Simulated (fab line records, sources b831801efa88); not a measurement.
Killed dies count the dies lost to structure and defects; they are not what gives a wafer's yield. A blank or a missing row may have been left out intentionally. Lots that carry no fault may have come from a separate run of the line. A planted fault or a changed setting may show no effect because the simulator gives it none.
Matching of chambers ; flow sky130 ; SKY_VIA1_CMP_02 on cmp-01: 4 sister chambers
The step polishes SiO2. 8 wafers are shown with their chamber, then 12 later ones without.

## WAFERS WITH THEIR CHAMBER
wafer;chamber;motor-current-A (A);slurry-flow-ml-min
L076.3;0;13.2;149.8
L080.1;0;12.7;150.2
L083.2;3;11.4;150.4
L083.5;1;11.0;150.5
L083.6;2;11.1;149.3
L084.1;1;11.1;149.7
L084.2;3;12.1;149.8
L084.5;2;11.1;150.8

## WAFERS WITHOUT THEIR CHAMBER
wafer;motor-current-A (A);slurry-flow-ml-min
L087.1;12.5;149.5
L087.5;11.2;150.2
L087.6;12.0;150.0
L091.1;13.0;149.7
L091.2;11.8;149.7
L091.4;11.7;150.5
L092.3;12.4;149.4
L092.5;11.9;150.1
L092.6;11.3;150.3
L097.1;13.0;149.8
L097.3;10.7;149.9
L097.5;12.4;150.0

## CHAMBER TAKEN BY EACH
wafer;from the rows above;in truth
L087.1;can't be placed: 0 or 3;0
L087.5;can't be placed: 2 or 1 or 3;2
L087.6;3;3
L091.1;0;0
L091.2;can't be placed: 3 or 2 or 1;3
L091.4;can't be placed: 3 or 2 or 1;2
L092.3;can't be placed: 0 or 3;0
L092.5;3;3
L092.6;can't be placed: 2 or 1 or 3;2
L097.1;0;0
L097.3;can't be placed: 1 or 2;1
L097.5;can't be placed: 0 or 3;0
Correct placement for 4 of the 12. Cannot be placed on the basis of these rows: 8; the candidates contain the true chamber in 8. Placed wrongly: 0.
How it was worked out, from the rows above alone: a wafer's distance from a chamber is the root of the sum, over the readings, of the square of ((its reading less the chamber's mean) divided by the reading's scatter). If the next closest chamber is less than 2 further off than the closest, the wafer can't be placed; otherwise it belongs to the closest. Each chamber's mean is taken over the wafers shown for it. How the scatter is found: for the shown wafers, subtract from each reading the mean of its chamber, square and add these, divide the total by (wafers less chambers), then take the root.
